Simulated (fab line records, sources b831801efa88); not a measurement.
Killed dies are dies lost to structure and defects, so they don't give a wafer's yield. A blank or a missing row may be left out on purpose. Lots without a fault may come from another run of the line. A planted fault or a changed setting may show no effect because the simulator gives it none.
A struck lot beside a sound one | flow sky130 | 24 steps out of a route of 708
Sound: wafers L910.2, L910.4, L910.5. Struck: wafers L915.3, L915.5, L915.6. The cause comes at the end.
At each step with rows: each side's tool, then ch and its chambers, then its first start. Under that, the readings that differ: sound wafers | struck wafers | difference of the means | sigmas: that difference in standard deviations of wafers without a fault.
alike: readings whose means differ by less than 2 such deviations, and words and numbers that are the same on both sides. not compared: withheld readings, readings that some wafer has no value for, bounds like >300 that may hide the same value, and numbers for which the record gives no deviation and whose values overlap.
The two part at a step that has a row with sigmas, a row that says differs or no value, or rows on one side only. Numbers that don't overlap but have no deviation are shown without sigmas and don't part them. A reading that every wafer of one side lacks parts them only if that side has two wafers or more.

SKY_METAL3_METAL_ETCH_18: etches the open film in Cl2/BCl3, stops on SiO2, target depth 845 nm, time 183.1 s.
  sound on rie_metal-04 ch 0, day 41 08:26; struck on rie_metal-04 ch 0,1, day 42 14:35
  alike: drypump_motor_current_A, oes_product_au, throttle_valve_pct
  not compared: rf_hours_counter_h
SKY_METAL3_STRIP_19: strips in O2/N2.
  sound on plasma_asher-03 ch 0, day 41 08:37; struck on plasma_asher-02 ch 0,1, day 42 14:44
  alike: drypump_motor_current_A, o2_flow_sccm, oes_product_au, strip_time_to_endpoint_s
  not compared: rf_hours_counter_h
then, 4 steps without rows for these wafers: SKY_METAL3_STRIP_20 (strips in post etch residue remover, time 1200 s); SKY_METAL3_CLEAN_21 (cleans in IPA, time 180 s); SKY_METAL3_CLEAN_22 (cleans in O3/DIW); SKY_VIA3_HDPCVD_00 (deposits SiO2, target thk 1635 nm, time 272.5 s).
SKY_VIA3_THK_MEAS_01:
  sound on film_metro-03, day 41 09:26; struck on film_metro-04, day 42 15:29
  alike: VIA3_HDPCVD_THK
SKY_VIA3_CMP_02: polishes SiO2.
  sound on cmp-02 ch 0,1,3, day 41 09:32; struck on cmp-01 ch 0,2,3, day 42 15:40
  alike: motor_current_A, platen_rpm, retaining_ring_pressure_frac
SKY_VIA3_BOW_MEAS_03:
  sound on film_metro-04, day 41 09:48; struck on film_metro-01, day 42 15:52
  alike: VIA3_BOW
then, 3 steps without rows for these wafers: SKY_VIA3_DEHYDRATE_04 (time 60 s); SKY_VIA3_HMDS_05 (prime time 60 s); SKY_VIA3_COAT_06 (resist thk 60 nm).
SKY_VIA3_COAT_07: resist thk 450 nm.
  sound on litho_track-03 ch 0, day 41 21:00; struck on litho_track-01 ch 0, day 43 04:00
  reading                                     | sound                | struck               | difference | sigmas
  spin_speed_rpm (rpm)                        | 2998.2 2999.6 2999.3 | 3112.4 3109.3 3113.4 | +112.7     | +45
  model.KrF-thick_of_VIA3_COAT_07.thk_nm (nm) | 452.9 452.7 452.2    | 443.2 443.2 441.5    | -10.0      |
  alike: exhaust_pa
then, 4 steps without rows for these wafers: SKY_VIA3_SOFTBAKE_08 (time 90 s); SKY_VIA3_EXPOSE_09 (exposes mask VIM3, target cd 200 nm); SKY_VIA3_PEB_10; SKY_VIA3_DEVELOP_11 (develop time 60 s).
SKY_VIA3_CD_MEAS_12: target cd 200 nm.
  sound on cd_sem-02, day 42 09:11; struck on cd_sem-01, day 43 14:32
  reading    | sound             | struck            | difference | sigmas
  cd_nm (nm) | 195.0 196.2 195.8 | 198.8 199.5 199.8 | +3.7       | +2
SKY_VIA3_OVL_MEAS_13:
  sound on overlay-01, day 42 09:17; struck on overlay-01, day 43 14:38
  alike: VIA3_OVL
SKY_VIA3_ETCH_14: etches BARC in N2/H2, stops on SiO2, time 45.9 s, target depth 60 nm.
  sound on rie_diel-04 ch 0,1,3, day 42 09:19; struck on rie_diel-03 ch 0,2,3, day 43 14:40
  alike: drypump_motor_current_A, oes_product_au, throttle_valve_pct
  not compared: rf_hours_counter_h
SKY_VIA3_ETCH_15: etches SiO2 in C4F8/O2/Ar, stops on TiN, target depth 507 nm, time 78 s.
  sound on rie_diel-04 ch 0,1,3, day 42 09:22; struck on rie_diel-03 ch 0,2,3, day 43 14:42
  reading                                     | sound             | struck            | difference | sigmas
  model.KrF-thick_of_VIA3_COAT_07.thk_nm (nm) | 294.3 295.8 295.3 | 283.5 283.1 280.7 | -12.7      |
  alike: oes_product_au
  not compared: rf_hours_counter_h
SKY_VIA3_STRIP_16: strips in O2/N2.
  sound on plasma_asher-01 ch 0,1, day 42 09:25; struck on plasma_asher-02 ch 0,1, day 43 14:47
  reading                      | sound             | struck            | difference | sigmas
  oes_product_au (a.u.)        | 0.400 0.408 0.410 | 0.387 0.392 0.402 | -0.012     | -2
  strip_time_to_endpoint_s (s) | 4.173 4.186 4.172 | 4.059 4.033 4.000 | -0.146     | -6
  alike: drypump_motor_current_A, o2_flow_sccm
  not compared: rf_hours_counter_h
then, 2 steps without rows for these wafers: SKY_VIA3_STRIP_17 (strips in post etch residue remover, time 1200 s); SKY_PAD_OPEN_PROBE_99.

WHERE THEY PART
First at SKY_VIA3_COAT_07; last, within this record, at SKY_VIA3_STRIP_16.

WHY: what the simulator had put in
Process parameter drift: litho_track-01, from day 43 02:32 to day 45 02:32, at SKY_VIA3_COAT_07. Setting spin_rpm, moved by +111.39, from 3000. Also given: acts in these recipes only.
